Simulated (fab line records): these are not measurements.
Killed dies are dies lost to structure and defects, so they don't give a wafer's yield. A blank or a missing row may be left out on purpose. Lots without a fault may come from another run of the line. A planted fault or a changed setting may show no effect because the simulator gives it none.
Comparing a struck lot with a sound one ; flow sfqLine ; 18 out of 325 route steps
Sound: these wafers, L850.4, L850.5, L850.6. The struck wafers were L856.1, L856.4, L856.5. At the end, the cause is stated.
Each step with rows lists, per side, the tool, then ch with its chambers, then its first start. Under that, the readings that differ: sound wafers ; struck wafers ; difference of the means ; sigmas: that difference in standard deviations of wafers without a fault.
alike: same words and numbers on both sides, and readings whose means sit less than 2 such deviations apart. not compared: any withheld reading, any reading some wafer has no value for, any bound like >300 that may hide the same value, and any number with overlapping values for which the record gives no deviation.
A row with sigmas, a row that says differs or no value, or rows on one side alone: a step with any of these is where the two part. Non-overlapping numbers with no deviation appear without sigmas and do not part them. Lack of a reading on every wafer of one side parts them only where that side has two or more wafers.

first, 2 steps without rows for these wafers: SFQ_TRILAYER_I4_VIA_STRIP_SOLV_CLEAN_108 (cleans in NMP, time 600 s); SFQ_TRILAYER_JJ_TRILAYER_DEP_PRE_CLEAN_113 (time 22.5 s).
SFQ_TRILAYER_JJ_TRILAYER_DEP_SPUTTER_109: material Nb, target thk 150 nm, time 100 s.
  sound: pvdSputter-05 at day 47 15:13; struck: pvdSputter-06 at day 48 23:34
  alike: cathodeDcPowerW, chamberPressurePa, throttleValvePct
SFQ_TRILAYER_JJ_TRILAYER_DEP_SPUTTER_110: material Al, target thk 8 nm, time 10 s.
  sound: pvdSputter-05 at day 47 15:16; struck: pvdSputter-06 at day 48 23:38
  alike: cathodeDcPowerW, chamberPressurePa, throttleValvePct
then, 1 step without rows for these wafers: SFQ_TRILAYER_JJ_TRILAYER_DEP_AL_OXIDATION_111 (oxidation time 600 s).
SFQ_TRILAYER_JJ_TRILAYER_DEP_SPUTTER_112: material Nb, target thk 170 nm, time 113.3 s.
  sound: pvdSputter-05 at day 47 16:19; struck: pvdSputter-06 at day 49 00:39
  alike: cathodeDcPowerW, chamberPressurePa, throttleValvePct
SFQ_JJ_RS_MEAS_929: uses a four-point probe to measure.
  sound: filmMetro-01 at day 47 16:25; struck: filmMetro-03 at day 49 00:44
  alike: JJ_NB_RS
then, 4 steps without rows for these wafers: SFQ_TRILAYER_JJ_CE_LITHO_COAT_119 (resist thk 62 nm); SFQ_TRILAYER_JJ_CE_LITHO_COAT_114 (resist thk 600 nm); SFQ_TRILAYER_JJ_CE_LITHO_SOFTBAKE_118; SFQ_TRILAYER_JJ_CE_LITHO_EXPOSE_115 (exposes mask J5, target cd 700 nm).
-- the record jumps here: 5 days lie between the struck wafers' starts before and after --
SFQ_TRILAYER_JJ_CE_LITHO_PEB_117: peb time 60 s.
  sound on lithoTrack-02 ch 0, day 53 05:33; struck on lithoTrack-04 ch 0, day 54 05:29
reading;sound;struck;difference;sigmas
heaterPowerTotalW (W);79.05 79.13 79.09;77.50 77.54 77.57;-1.55;-23
plateTempC (C);115.00 115.08 115.08;113.18 113.35 113.23;-1.80;-14
  alike: chillPlateTempC, exhaustPa
then, 1 step without rows for these wafers: SFQ_TRILAYER_JJ_CE_LITHO_DEVELOP_116 (time 60 s).
SFQ_JJ_OVL_MEAS_931:
  sound: overlay-01 at day 53 05:47; struck: overlay-01 at day 54 05:47
  alike: J5_OVL
SFQ_TRILAYER_JJ_CE_METRO_MEASURE_117:
  sound: cdSem-02 at day 53 06:25; struck: cdSem-01 at day 54 05:49
reading;sound;struck;difference;sigmas
cdNm (nm);699.4 700.2 700.4;733.7 732.5 734.8;+33.7;+24
SFQ_TRILAYER_JJ_CE_BARC_OPEN_RIE_150: chemistry O2, target BARC, target depth 240 nm, time 80 s.
  sound on rieMetal-01 ch 0,1, day 53 07:02; struck on rieMetal-04 ch 0,1, day 54 07:01
reading;sound;struck;difference;sigmas
model.JJ.cdNm (nm);699.9 699.5 701.1;731.9 730.7 732.1;+31.4;
  alike: drypumpMotorCurrentA, oesProductAu
  not compared: rfHoursCounterH
SFQ_TRILAYER_JJ_CE_ETCH_RIE_118: chemistry SF6, target Nb, stops on Al2O3, time 97.7 s, target depth 170 nm.
  sound on rieMetal-01 ch 0,1, day 53 07:08; struck on rieMetal-04 ch 0,1, day 54 07:06
reading;sound;struck;difference;sigmas
oesProductAu (a.u.);0.985 0.995 0.979;1.001 1.007 0.997;+0.015;+2
model.JJ.cdNm (nm);700 699.6 701.7;731 731.2 732.1;+31;
  alike: drypumpMotorCurrentA
  not compared: rfHoursCounterH
following that, these wafers have no rows for 1 step: SFQ_TRILAYER_JJ_ANODIZE_ANODIZE_119.

## WHERE THEY PART
First at SFQ_TRILAYER_JJ_CE_LITHO_PEB_117; last, within this record, at SFQ_TRILAYER_JJ_CE_ETCH_RIE_118.

WHY: what had been put in by the simulator
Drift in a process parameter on lithoTrack-04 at SFQ_TRILAYER_JJ_CE_LITHO_PEB_117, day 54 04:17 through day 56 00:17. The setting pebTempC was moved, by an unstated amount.
